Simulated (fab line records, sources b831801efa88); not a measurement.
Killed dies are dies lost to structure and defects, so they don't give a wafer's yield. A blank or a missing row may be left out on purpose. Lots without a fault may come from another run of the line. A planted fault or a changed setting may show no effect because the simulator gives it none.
Which tool did it? | flow sky130 | 6 lots, 18 wafers sampled, at 1 step of a route of 708

WHAT THE GAUGES READ, wafer by wafer
SKY_VIA3_CD_MEAS_12: target cd 200 nm.
lot  | measured     | on        | cd_nm (nm)
L236 | day 40 00:44 | cd_sem-01 | 200.1 199.9 200.4
L238 | day 40 08:57 | cd_sem-01 | 200.7 199.8 199.0
L243 | day 42 20:13 | cd_sem-02 | 199.7 199.9 200.2
L246 | day 43 05:31 | cd_sem-02 | 198.6 198.7 199.2
L256 | day 45 07:58 | cd_sem-02 | 198.6 199.2 196.7
L257 | day 45 17:26 | cd_sem-01 | 198.8 198.4 199.1

WHICH TOOL RAN EACH LOT (tool, then ch and the chambers of the sampled wafers, then the start)
The record holds no process step before these readings.

THE ANSWER, worked out from the rows above alone
Rule: what is usual is taken from the lots themselves. Put in order of their means at a reading, lots are off if they are a third of the lots or fewer, leave a main group of 4 or more, and stand apart from it by a gap of 3 or more times the standard deviation of the main group's means; of several such gaps the widest counts. A main group whose means are all the same, to the digits that the tables above print for the reading, isn't used. A lot without any number at a reading at which 4 lots or more have one is off too. The other lots that the step has rows for count as sound.
No lot is off at any reading shown: from this, nothing can be told.

WHAT THE SIMULATOR HAD PUT IN
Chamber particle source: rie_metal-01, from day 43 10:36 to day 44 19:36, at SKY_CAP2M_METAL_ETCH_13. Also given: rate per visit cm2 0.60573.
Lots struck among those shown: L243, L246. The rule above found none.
